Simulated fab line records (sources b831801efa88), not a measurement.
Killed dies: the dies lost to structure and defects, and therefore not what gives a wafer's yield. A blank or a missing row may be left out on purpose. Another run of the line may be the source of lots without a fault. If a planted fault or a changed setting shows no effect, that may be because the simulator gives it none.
Which tool did it? ; flow gf180mcu ; route of 602 steps, sampled at 1 step: 7 lots, 21 wafers

## WHAT THE GAUGES READ, wafer by wafer
GF_CONTACT_THK_MEAS_26: measures by xrf.
lot;measured;on;CONTACT_W_THK (nm)
L338;day 17 12:56;film metro-01;289 289 292
L339;day 17 21:21;film metro-03;292 289 291
L341;day 18 12:17;film metro-04;299 305 303
L344;day 19 20:46;film metro-04;292 294 291
L347;day 20 13:07;film metro-01;298 296 291
L355;day 23 01:51;film metro-04;301 294 296
L357;day 23 19:11;film metro-01;294 293 291

## WHAT TOOL EACH LOT RAN ON (gives the tool, then ch and the chambers of the sampled wafers, and finally the start)
The record holds no process step before these readings.

## THE ANSWER, worked out from the rows above alone
Rule: the usual values come from the lots themselves. The widest of any qualifying gaps counts: lots, ordered by their means at a reading, are off when they make up no more than a third of the lots, leave a main group of 4 or more, and stand apart from it by 3 or more times the standard deviation of that group's means. If all means in a main group match to the digits the tables above print for the reading, that group is not used. Also off: a lot with no number at a reading for which 4 or more lots have one. The other lots that the step has rows for count as sound.
No lot is off at any reading shown: from this, nothing can be told.

## WHAT THE SIMULATOR PUT IN
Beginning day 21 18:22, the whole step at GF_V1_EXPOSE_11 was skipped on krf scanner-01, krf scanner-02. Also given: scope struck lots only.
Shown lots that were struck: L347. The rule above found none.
